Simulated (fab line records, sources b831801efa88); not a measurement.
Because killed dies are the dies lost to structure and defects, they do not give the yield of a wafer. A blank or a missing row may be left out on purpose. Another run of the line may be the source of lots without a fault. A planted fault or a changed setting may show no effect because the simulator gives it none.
What tool caused it? ; flow sky130 ; Sampling: 14 lots, 40 wafers, 2 of 708 route steps

WHAT THE GAUGES READ, wafer by wafer
No reading from a measuring or inspecting step in the record can be judged against a usual standard deviation.

WHAT TOOL EACH LOT RAN ON (gives the tool, then ch and the chambers of the sampled wafers, and finally the start)
lot;SKY_METAL5_METAL_ETCH_15;SKY_METAL5_STRIP_16
L394;rie_metal-03 ch 0,1, day 43 22:00;plasma_asher-01 ch 0,1, day 43 22:14
L395;rie_metal-03 ch 0,1, day 44 01:23;plasma_asher-01 ch 0,1, day 44 01:34
L396;rie_metal-04 ch 1, day 44 15:33;plasma_asher-04 ch 0,1, day 44 15:47
L398;rie_metal-04 ch 0,1, day 44 23:06;plasma_asher-03 ch 0,1, day 44 23:20
L400;rie_metal-03 ch 0,1, day 45 07:39;plasma_asher-03 ch 0,1, day 45 07:53
L399;rie_metal-02 ch 1, day 45 08:46;plasma_asher-01 ch 0,1, day 45 09:14
L401;rie_metal-03 ch 0,1, day 45 20:02;plasma_asher-04 ch 0,1, day 45 20:17
L402;rie_metal-04 ch 0,1, day 46 04:00;plasma_asher-01 ch 0,1, day 46 04:14
L403;rie_metal-02 ch 0,1, day 46 08:47;plasma_asher-03 ch 0,1, day 46 09:02
L412;rie_metal-04 ch 1, day 48 14:24;plasma_asher-03 ch 0,1, day 48 14:38
L413;rie_metal-04 ch 1, day 48 15:47;plasma_asher-04 ch 1, day 48 16:02
L414;rie_metal-03 ch 0, day 48 19:44;plasma_asher-04 ch 0,1, day 48 20:13
L415;rie_metal-03 ch 0, day 48 23:51;plasma_asher-01 ch 0,1, day 49 00:14
L417;rie_metal-02 ch 0,1, day 49 10:17;plasma_asher-04 ch 0,1, day 49 10:32
- SKY_METAL5_METAL_ETCH_15: etches the open film in Cl2/BCl3, stops on SiO2, target depth 1260 nm, time 252 s.
- SKY_METAL5_STRIP_16: strips in O2/N2.

WHAT THE TOOLS THEMSELVES READ (means of the sampled wafers that have a number; where no wafer has one, the mark that the record gives instead)
SKY_METAL5_METAL_ETCH_15. Usual: drypump_motor_current_A 5.5 A, standard deviation 0.39; he_backside_leak_sccm 3.25 sccm, standard deviation 0.18; oes_product_au 0.894 a.u., standard deviation 0.0048; throttle_valve_pct 22.264 %, standard deviation 0.0094.
lot;tool;drypump_motor_current_A (A);he_backside_leak_sccm (sccm);oes_product_au (a.u.);throttle_valve_pct (%);flag
L394;rie_metal-03;5.1;3.18;0.898;22.260;
L395;rie_metal-03;5.0;3.00;0.898;22.265;
L396;rie_metal-04;5.7;3.27;0.894;22.259;
L398;rie_metal-04;5.8;3.31;0.898;22.255;
L400;rie_metal-03;5.0;3.06;0.897;22.263;
L399;rie_metal-02;6.0;3.43;0.895;22.263;
L401;rie_metal-03;5.0;3.11;0.897;22.254;
L402;rie_metal-04;5.8;3.33;0.899;22.264;
L403;rie_metal-02;5.9;3.25;0.897;22.257;
L412;rie_metal-04;5.7;3.17;0.897;22.264;
L413;rie_metal-04;5.7;3.46;0.897;22.260;
L414;rie_metal-03;5.1;3.16;0.895;22.262;
L415;rie_metal-03;5.1;3.18;0.897;22.263;
L417;rie_metal-02;5.8;3.51;0.891;22.254;

SKY_METAL5_STRIP_16. Usual: drypump_motor_current_A 5.72 A, standard deviation 0.23; oes_product_au 0.710 a.u., standard deviation 0.0045; strip_time_to_endpoint_s 13.03 s, standard deviation 0.098.
lot;tool;drypump_motor_current_A (A);oes_product_au (a.u.);strip_time_to_endpoint_s (s);flag
L394;plasma_asher-01;5.57;0.711;13.05;
L395;plasma_asher-01;5.40;0.711;13.04;
L396;plasma_asher-04;5.84;0.712;13.23;
L398;plasma_asher-03;5.92;0.712;12.96;
L400;plasma_asher-03;5.91;0.706;13.04;
L399;plasma_asher-01;5.58;0.708;12.90;
L401;plasma_asher-04;5.80;0.712;13.10;
L402;plasma_asher-01;5.44;0.709;13.12;
L403;plasma_asher-03;5.87;0.712;13.01;
L412;plasma_asher-03;5.89;0.585;8.56;OFF
L413;plasma_asher-04;5.86;0.650;10.84;OFF
L414;plasma_asher-04;5.83;0.711;12.99;
L415;plasma_asher-01;5.60;0.708;13.01;
L417;plasma_asher-04;5.81;0.711;13.05;

THE ANSWER, worked out from the rows above alone
Rule: a lot counts as off when the mean over its wafers that have a number is more than 3 standard deviations away from the usual mean. Also off: a lot with no number at a reading for which 4 or more lots have one. All remaining lots with rows at the step are treated as sound. Order of review: gauges by route order, followed by the tools' own readings, for which a lot's mean as printed above is used. The first step at which some lot is off is used, and at that step the reading that is off furthest; a lot without a number counts as furthest.
Off: L412, L413, at SKY_METAL5_STRIP_16 (strip_time_to_endpoint_s).
A tool fits if, at that step or a process step before it, it ran every lot that is off, and no sound lot after the first of them. One fits: rie_metal-04 at SKY_METAL5_METAL_ETCH_15. A fault onset in the window from L402 (day 46 04:00, its last sound lot) to L412 (day 48 14:24, its first lot off) fits.

WHAT HAD BEEN PUT IN BY THE SIMULATOR
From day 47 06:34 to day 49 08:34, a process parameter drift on rie_metal-04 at SKY_METAL5_METAL_ETCH_15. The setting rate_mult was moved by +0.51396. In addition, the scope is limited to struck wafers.
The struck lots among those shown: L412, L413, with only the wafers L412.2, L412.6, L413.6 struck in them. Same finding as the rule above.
